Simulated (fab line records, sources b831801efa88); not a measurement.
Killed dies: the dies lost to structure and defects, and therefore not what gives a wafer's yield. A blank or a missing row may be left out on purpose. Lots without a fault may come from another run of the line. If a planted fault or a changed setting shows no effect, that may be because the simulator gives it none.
fab line records	flow sky130
record: lots: 13	wafers: 39	last-day: 50
route steps=708 shown METAL2@500 VIA2@519
lots untouched by any fault: they come from a run of this same line in which no faults occurred
start-h: hours from the record's first day to the start of the lot's first wafer shown	wait-h: hours since the lot's step before	" identical to the entry in the row above	L1.1+2: a row that stands for several wafers	- no value, or no start was given	* or withheld: withheld	< > ~ a bound
route shown NAME@n: NAME is a module with steps in the file, n the number in the route of the first one	usual: mean/standard deviation taken from wafers without a fault	same: alike in all rows	chamber/n: place in a boat	sites: readings site by site	_std_site: standard deviation across them	_edge_site: inner sites' mean taken away from outer sites' mean	radius-mm: for every site, how far away it sits from the centre of the wafer	mask NAME#n: copy n	behind: tool/chamber where the wafer was last shaped	hold: reason for holding the lot/hours on hold/outcome of the hold	device: names the non-switching transistor (n, p or np)	end of line: the tests these same wafers got at the end of their route	where a step has no rows: the recipe by itself	killed: count of dies lost to structure and defects at first sort (not the wafer's yield)	map: the dies of a wafer, with x for killed, . for not killed, _ for no die there
set.NAME: the run value of the setting; set.NAME@STEP: its run value at that earlier step	model.NAME: the simulator's own value behind a step, which no gauge read
route steps across a sampled set of lots; one table per step, one row per wafer
services: the hour from which a tool's chamber was out of use, counted from the record's first day as start-h (under 0 if before that day), plus the number of hours and why
== steps ==
step: SKY_METAL2_DESCUM_17
recipe: chemistry: O2	source-power-w: 150	bias-power-w: 0	pressure-mtorr: 10	temp-c: 40	time-s: 8
usual: drypump-motor-current-A: 5.8/0.61	oes-product-au: 1.004/0.0087
lot.wafer	tool	chamber	start-h	wait-h	drypump-motor-current-A	oes-product-au	rf-hours-counter-h
L933.1	rie-metal-02	0	830.83	0.0	4.9	0.995	5
L933.2	"	1	"	"	5.7	1.000	6
L933.3	"	0	"	"	4.9	0.995	-
L934.1	rie-metal-01	0	844.94	0.0	6.5	1.021	12
L934.2	"	1	"	"	6.3	1.011	0
L934.3	"	1	"	"	6.3	1.003	-
L935.1	rie-metal-03	1	849.59	0.0	5.1	1.003	2
L935.3	"	0	"	"	6.4	1.016	-
L935.6	"	0	"	"	6.3	1.009	-
L936.4	rie-metal-01	1	855.77	0.0	6.2	1.006	-
L936.5	"	0	"	"	6.5	1.003	-
L936.6	"	1	"	"	6.2	1.009	-
L937.2	rie-metal-01	1	870.04	0.0	6.2	0.994	1
L937.3	"	0	"	"	6.5	1.003	-
L937.4	"	1	"	"	6.2	0.993	-
L938.1	rie-metal-03	1	871.29	0.0	5.2	1.004	3
L938.3	"	0	"	"	6.4	1.020	-
L938.6	"	0	"	"	6.4	1.009	-
L939.3	rie-metal-03	0	891.00	0.0	6.4	1.008	-
L939.4	"	1	"	"	5.1	1.005	-
L939.5	"	0	"	"	6.4	1.021	-
L941.4	rie-metal-03	0	901.28	0.0	6.4	1.013	-
L941.5	"	0	"	"	6.4	1.007	-
L941.6	"	1	"	"	5.2	1.006	-
L944.3	rie-metal-01	1	924.35	0.0	6.2	1.006	-
L944.5	"	0	"	"	6.5	1.015	-
L944.6	"	1	"	"	6.2	0.995	-
L947.2	rie-metal-01	1	937.52	0.0	6.2	1.013	5
L947.3	"	1	"	"	6.3	1.004	-
L947.4	"	0	"	"	6.4	1.017	-
L952.1	rie-metal-02	0	965.34	0.0	4.9	0.993	10
L952.3	"	1	"	"	5.8	0.990	-
L952.6	"	0	"	"	4.9	0.987	-
L953.4	rie-metal-03	0	972.58	0.0	6.4	1.013	-
L953.5	"	0	"	"	6.4	1.019	-
L953.6	"	1	"	"	5.1	1.004	-
L955.2	rie-metal-02	1	974.77	0.0	5.7	1.003	11
L955.3	"	0	"	"	4.9	0.997	-
L955.5	"	0	"	"	4.9	1.004	-
step: SKY_VIA2_CD_MEAS_12
recipe: target-cd-nm: 200
usual: cd-nm: 200.3/1.5
lot.wafer	tool	chamber	start-h	wait-h	cd-nm
L933.1	cd-sem-01	-	858.83	-	200.0
L933.2	"	-	"	"	199.8
L933.3	"	-	"	"	199.6
L934.1	cd-sem-01	-	872.93	-	200.2
L934.2	"	-	"	"	200.0
L934.3	"	-	"	"	199.8
L935.1	cd-sem-02	-	876.93	-	200.7
L935.3	"	-	"	"	200.5
L935.6	"	-	"	"	199.6
L936.4	cd-sem-01	-	883.17	-	198.7
L936.5	"	-	"	"	199.1
L936.6	"	-	"	"	198.9
L937.2	cd-sem-02	-	897.05	-	199.9
L937.3	"	-	"	"	198.4
L937.4	"	-	"	"	197.1
L938.1	cd-sem-02	-	897.73	-	198.9
L938.3	"	-	"	"	200.2
L938.6	"	-	"	"	200.6
L939.3	cd-sem-01	-	917.25	-	201.0
L939.4	"	-	"	"	200.5
L939.5	"	-	"	"	199.8
L941.4	cd-sem-02	-	926.53	-	199.0
L941.5	"	-	"	"	198.0
L941.6	"	-	"	"	199.8
L944.3	cd-sem-01	-	949.70	-	199.9
L944.5	"	-	"	"	199.0
L944.6	"	-	"	"	199.7
L947.2	cd-sem-02	-	963.41	-	198.2
L947.3	"	-	"	"	199.0
L947.4	"	-	"	"	200.5
L952.1	cd-sem-01	-	990.67	-	201.5
L952.3	"	-	"	"	203.4
L952.6	"	-	"	"	203.4
L953.4	cd-sem-01	-	997.69	-	198.3
L953.5	"	-	"	"	199.3
L953.6	"	-	"	"	198.2
L955.2	cd-sem-02	-	1000.19	-	201.1
L955.3	"	-	"	"	200.9
L955.5	"	-	"	"	201.6
step: SKY_VIA2_ETCH_14
recipe: chemistry: N2/H2	target: BARC	ion-energy-ev: 200	source-w: 500	bias-w: 100	pressure-mtorr: 30	n2-flow-sccm: 100	h2-flow-sccm: 200	stop-on: SiO2	time-s: 45.9	target-depth-a: 600
usual: drypump-motor-current-A: 5.7/0.58	n2-flow-sccm: 100.02/0.28	oes-product-au: 0.855/0.0048	run-length-s: 74.4/0.56	throttle-valve-pct: 13.225/0.0089
lot.wafer	tool	chamber	start-h	wait-h	drypump-motor-current-A	n2-flow-sccm	oes-product-au	rf-hours-counter-h	run-length-s	throttle-valve-pct
L933.1	rie-diel-02	0	858.99	0.0	6.6	100.05	0.860	11	73.6	13.238
L933.2	"	3	"	"	5.7	99.95	0.853	3	74.6	13.229
L933.3	"	1	"	"	5.9	100.30	0.855	10	74.1	13.241
L934.1	rie-diel-02	0	873.09	0.0	6.6	100.41	0.848	11	73.6	13.235
L934.2	"	2	"	"	5.0	99.92	0.862	21	75.2	13.226
L934.3	"	1	"	"	5.9	100.39	0.849	10	74.7	13.213
L935.1	rie-diel-02	1	877.09	0.0	5.9	99.84	0.858	11	74.0	13.224
L935.3	"	1	"	"	5.9	99.71	0.858	-	74.1	13.223
L935.6	"	1	"	"	5.9	99.89	0.847	-	74.2	13.217
L936.4	rie-diel-02	2	883.29	0.0	5.0	99.76	0.850	-	75.1	13.234
L936.5	"	2	"	"	5.0	99.91	0.862	-	74.8	13.222
L936.6	"	1	"	"	5.9	100.01	0.861	-	74.0	13.211
L937.2	rie-diel-02	2	897.19	0.0	5.0	99.97	0.850	23	74.9	13.238
L937.3	"	3	"	"	5.7	100.20	0.860	4	74.9	13.220
L937.4	"	0	"	"	6.6	99.93	0.853	12	74.1	13.220
L938.1	rie-diel-01	2	897.89	0.0	6.7	99.84	0.851	11	74.8	13.236
L938.3	"	1	"	"	4.8	100.26	0.858	6	75.6	13.205
L938.6	"	3	"	"	5.3	99.84	0.849	-	74.4	13.216
L939.3	rie-diel-02	2	917.37	0.0	5.0	99.95	0.851	23	74.7	13.224
L939.4	"	1	"	"	5.9	100.03	0.854	12	74.3	13.221
L939.5	"	3	"	"	5.7	99.91	0.855	-	74.8	13.234
L941.4	rie-diel-02	2	926.62	0.0	5.0	99.27	0.853	23	75.0	13.220
L941.5	"	2	"	"	5.0	100.23	0.850	-	74.7	13.225
L941.6	"	3	"	"	5.7	99.86	0.849	-	74.7	13.244
L944.3	rie-diel-02	2	949.82	0.0	5.0	100.06	1.018	24	64.3	13.224
L944.5	"	3	"	"	5.7	100.06	0.851	-	74.5	13.229
L944.6	"	0	"	"	6.6	99.45	0.853	-	73.6	13.225
L947.2	rie-diel-04	3	963.55	0.0	6.3	100.07	0.854	22	73.3	13.219
L947.3	"	1	"	"	6.0	99.80	0.861	16	74.4	13.225
L947.4	"	0	"	"	5.2	100.26	0.865	3	74.7	13.215
L952.1	rie-diel-01	0	990.82	0.0	5.5	99.96	0.852	13	73.5	13.220
L952.3	"	3	"	"	5.2	99.73	0.857	10	74.1	13.218
L952.6	"	2	"	"	6.7	100.44	0.858	-	74.4	13.217
L953.4	rie-diel-01	3	997.79	0.0	5.2	99.66	0.855	10	74.4	13.227
L953.5	"	0	"	"	5.6	100.14	0.858	-	73.3	13.228
L953.6	"	1	"	"	4.8	100.04	0.851	-	75.4	13.213
L955.2	rie-diel-04	0	1000.35	0.0	5.3	100.00	0.854	5	74.4	13.213
L955.3	"	2	"	"	5.5	100.23	0.855	4	74.1	13.224
L955.5	"	0	"	"	5.2	99.88	0.855	-	74.3	13.235
step: SKY_VIA2_ETCH_15
recipe: target: SiO2	chemistry: C4F8/O2/Ar	target-depth-nm: 546	stop-on: TiN	mask-material: KrF-thick	source-w: 1500	bias-w: 1200	pressure-mtorr: 40	c4f8-flow-sccm: withheld	O2_flow_sccm: 6	Ar_flow_sccm: 300	time-s: 84
usual: oes-product-au: 0.940/0.0046	run-length-s: 112.4/0.51
lot.wafer	tool	chamber	start-h	wait-h	oes-product-au	rf-hours-counter-h	run-length-s
L933.1	rie-diel-02	0	859.03	0.0	0.946	11	111.6
L933.2	"	3	"	"	0.937	3	112.8
L933.3	"	1	"	"	0.952	10	112.1
L934.1	rie-diel-02	0	873.13	0.0	0.942	11	111.8
L934.2	"	2	"	"	0.944	21	113.7
L934.3	"	1	"	"	0.939	10	112.3
L935.1	rie-diel-02	1	877.15	0.0	0.936	11	112.2
L935.3	"	1	"	"	0.939	-	112.2
L935.6	"	1	"	"	0.935	-	111.9
L936.4	rie-diel-02	2	883.36	0.1	0.936	-	113.0
L936.5	"	2	"	"	0.938	-	112.7
L936.6	"	1	"	"	0.943	-	112.0
L937.2	rie-diel-02	2	897.23	0.0	0.942	23	112.8
L937.3	"	3	"	"	0.949	4	112.7
L937.4	"	0	"	"	0.938	12	111.9
L938.1	rie-diel-01	2	897.93	0.0	0.941	11	112.5
L938.3	"	1	"	"	0.943	6	113.0
L938.6	"	3	"	"	0.942	-	112.6
L939.3	rie-diel-02	2	917.41	0.0	0.940	23	112.7
L939.4	"	1	"	"	0.936	12	112.6
L939.5	"	3	"	"	0.939	-	112.9
L941.4	rie-diel-02	2	926.66	0.0	0.945	23	113.1
L941.5	"	2	"	"	0.938	-	112.7
L941.6	"	3	"	"	0.938	-	112.9
L944.3	rie-diel-02	2	949.86	0.0	0.851	24	112.8
L944.5	"	3	"	"	0.934	-	112.6
L944.6	"	0	"	"	0.944	-	111.9
L947.2	rie-diel-04	3	963.59	0.0	0.943	22	111.6
L947.3	"	1	"	"	0.936	16	112.0
L947.4	"	0	"	"	0.940	3	112.9
L952.1	rie-diel-01	0	990.86	0.0	0.942	13	111.8
L952.3	"	3	"	"	0.943	10	112.5
L952.6	"	2	"	"	0.943	-	113.1
L953.4	rie-diel-01	3	997.83	0.0	0.931	10	113.0
L953.5	"	0	"	"	0.940	-	111.3
L953.6	"	1	"	"	0.943	-	113.1
L955.2	rie-diel-04	0	1000.40	0.0	0.939	5	112.7
L955.3	"	2	"	"	0.934	4	112.7
L955.5	"	0	"	"	0.938	-	112.5
step: SKY_VIA2_STRIP_16
recipe: chemistry: O2/N2	power-w: 1400	pressure-mtorr: 1500	platen-temp-c: withheld	o2-flow-sccm: 3000	n2-flow-sccm: 300	overash-fraction: 0.5
usual: drypump-motor-current-A: 5.6/0.39	n2-flow-sccm: 300.1/0.85	oes-product-au: 0.398/0.0046	strip-time-to-endpoint-s: 4.047/0.021
lot.wafer	tool	chamber	start-h	wait-h	drypump-motor-current-A	n2-flow-sccm	oes-product-au	rf-hours-counter-h	strip-time-to-endpoint-s
L933.1	plasma-asher-04	0	859.10	0.0	5.4	299.4	0.390	101	4.098
L933.2	"	1	"	"	5.8	299.6	0.404	101	4.081
L933.3	"	0	"	"	5.4	300.0	0.397	-	4.064
L934.1	plasma-asher-04	0	873.20	0.0	5.4	300.1	0.403	102	4.054
L934.2	"	1	"	"	5.8	300.7	0.402	102	4.041
L934.3	"	0	"	"	5.4	299.1	0.400	-	4.024
L935.1	plasma-asher-01	0	877.25	0.1	5.3	299.9	0.392	77	4.044
L935.3	"	0	"	"	5.4	300.0	0.398	-	4.057
L935.6	"	1	"	"	5.3	301.3	0.392	-	4.048
L936.4	plasma-asher-01	0	883.46	0.1	5.3	299.5	0.397	-	4.044
L936.5	"	0	"	"	5.3	298.8	0.396	-	4.037
L936.6	"	1	"	"	5.3	299.7	0.401	-	4.026
L937.2	plasma-asher-04	0	897.30	0.0	5.4	298.4	0.400	104	4.026
L937.3	"	0	"	"	5.4	298.5	0.395	-	4.015
L937.4	"	1	"	"	5.8	300.1	0.398	-	4.059
L938.1	plasma-asher-02	0	898.00	0.0	6.4	300.3	0.401	16	4.055
L938.3	"	0	"	"	6.4	300.5	0.390	-	4.046
L938.6	"	0	"	"	6.4	300.3	0.392	-	4.037
L939.3	plasma-asher-04	0	917.51	0.1	5.4	300.2	0.399	-	4.034
L939.4	"	1	"	"	5.8	298.9	0.399	-	4.003
L939.5	"	1	"	"	5.8	300.0	0.400	-	4.069
L941.4	plasma-asher-02	0	926.76	0.1	6.4	300.7	0.395	-	4.071
L941.5	"	1	"	"	5.4	301.2	0.394	-	4.062
L941.6	"	0	"	"	6.4	300.0	0.407	-	4.055
L944.3	plasma-asher-04	1	949.96	0.1	5.8	299.6	0.407	-	4.147
L944.5	"	1	"	"	5.8	300.5	0.401	-	4.031
L944.6	"	0	"	"	5.4	299.1	0.398	-	4.039
L947.2	plasma-asher-01	1	963.65	0.0	5.3	299.2	0.405	86	4.072
L947.3	"	0	"	"	5.4	300.1	0.405	-	4.076
L947.4	"	1	"	"	5.3	300.4	0.402	-	4.102
L952.1	plasma-asher-02	1	990.93	0.0	5.4	300.3	0.405	26	4.040
L952.3	"	1	"	"	5.4	301.0	0.396	-	4.035
L952.6	"	1	"	"	5.4	300.0	0.398	-	4.048
L953.4	plasma-asher-01	0	997.93	0.1	5.4	300.6	0.397	-	4.026
L953.5	"	0	"	"	5.4	301.9	0.395	-	4.029
L953.6	"	1	"	"	5.3	300.7	0.400	-	4.030
L955.2	plasma-asher-01	1	1000.46	0.0	5.4	301.8	0.394	90	4.084
L955.3	"	0	"	"	5.4	300.3	0.401	-	4.018
L955.5	"	1	"	"	5.3	300.3	0.400	-	4.062
step: SKY_VIA2_THK_MEAS_23
recipe: thk-meas-gauge: xrf	reads: W_of_VIA2_CVD_21
usual: VIA2_W_THK: 431/10
lot.wafer	tool	chamber	start-h	wait-h	VIA2_W_THK[nm]
L933.1	film-metro-03	-	860.00	0.1	429
L933.2	"	-	"	"	434
L933.3	"	-	"	"	428
L934.1	film-metro-02	-	874.13	0.1	419
L934.2	"	-	"	"	417
L934.3	"	-	"	"	424
L935.1	film-metro-04	-	878.18	0.1	432
L935.3	"	-	"	"	425
L935.6	"	-	"	"	428
L936.4	film-metro-03	-	884.37	0.1	434
L936.5	"	-	"	"	433
L936.6	"	-	"	"	431
L937.2	film-metro-04	-	898.56	0.1	436
L937.3	"	-	"	"	437
L937.4	"	-	"	"	434
L938.1	film-metro-03	-	899.35	0.1	435
L938.3	"	-	"	"	424
L938.6	"	-	"	"	426
L939.3	film-metro-02	-	918.40	0.1	423
L939.4	"	-	"	"	433
L939.5	"	-	"	"	420
L941.4	film-metro-02	-	927.76	0.1	420
L941.5	"	-	"	"	423
L941.6	"	-	"	"	421
L944.3	film-metro-04	-	950.85	0.1	425
L944.5	"	-	"	"	426
L944.6	"	-	"	"	424
L947.2	film-metro-03	-	964.66	0.1	438
L947.3	"	-	"	"	422
L947.4	"	-	"	"	439
L952.1	film-metro-04	-	991.83	0.1	440
L952.3	"	-	"	"	436
L952.6	"	-	"	"	449
L953.4	film-metro-03	-	998.83	0.1	428
L953.5	"	-	"	"	434
L953.6	"	-	"	"	433
L955.2	film-metro-02	-	1001.37	0.1	425
L955.3	"	-	"	"	441
L955.5	"	-	"	"	431
== services ==
tool	chamber	start-h	hours	kind
rie-metal-03	0	812.65	-	clean
rie-metal-03	0	812.65	17.5	scheduled-down
rie-metal-03	0	812.65	17.5	vent-cycle
rie-metal-01	-	823.82	0.6	repair
plasma-asher-04	-	826.84	14.6	pm
rie-metal-02	1	827.76	2.6	repair
rie-metal-03	-	830.95	2.8	pm
rie-diel-04	2	832.38	4.2	repair
plasma-asher-02	-	837.64	1.6	repair
rie-metal-02	-	844.17	15.6	pm
rie-diel-02	0	854.46	4.2	repair
rie-diel-01	3	869.22	12.1	repair
rie-diel-02	3	869.84	14.6	repair
rie-diel-02	0	874.11	9.6	repair
rie-diel-04	3	883.27	2.9	repair
rie-diel-02	0	885.51	1.2	repair
rie-diel-04	0	888.90	5.4	repair
rie-diel-04	1	894.43	11.4	repair
rie-metal-03	-	930.55	14.6	pm
rie-diel-01	3	939.99	4.2	repair
rie-diel-04	3	949.54	4.9	repair
rie-diel-04	3	968.77	5.7	repair
rie-diel-02	0	977.53	2.9	repair
rie-metal-01	-	985.22	1.4	pm
== key ==
first-sign: step: SKY_VIA2_ETCH_14	reading: oes-product-au	direction: up	sigmas: 34	usual: 0.855	struck: 1.018
effect: step: SKY_VIA2_ETCH_14	reading: run-length-s	direction: down	sigmas: 18	usual: *	struck: *
effect: step: SKY_VIA2_ETCH_15	reading: oes-product-au	direction: down	sigmas: 19	usual: 0.940	struck: 0.851
effect: step: SKY_VIA2_STRIP_16	reading: strip-time-to-endpoint-s	direction: up	sigmas: 4.7	usual: *	struck: *
met-at SKY_VIA2_ETCH_14
struck-lots L944
struck-wafers L944.3
sort-left-out L944.3
not-acting-at SKY_METAL2_DESCUM_17,SKY_VIA2_CD_MEAS_12,SKY_VIA2_THK_MEAS_23
onset-between 926.62 949.82
fault: kind: process-parameter-drift	tool: rie-diel-02	chamber: -	onset-h: 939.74	steps: SKY_VIA2_ETCH_14	channel: time-s	offset: *	shape: step	end-h: 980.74	scope: struck-wafers-only	acts-in: *	stated: *
sort-left-out: the simulated sort isn't trusted on such a fault, so these wafers' sort isn't shown, and their yield isn't known
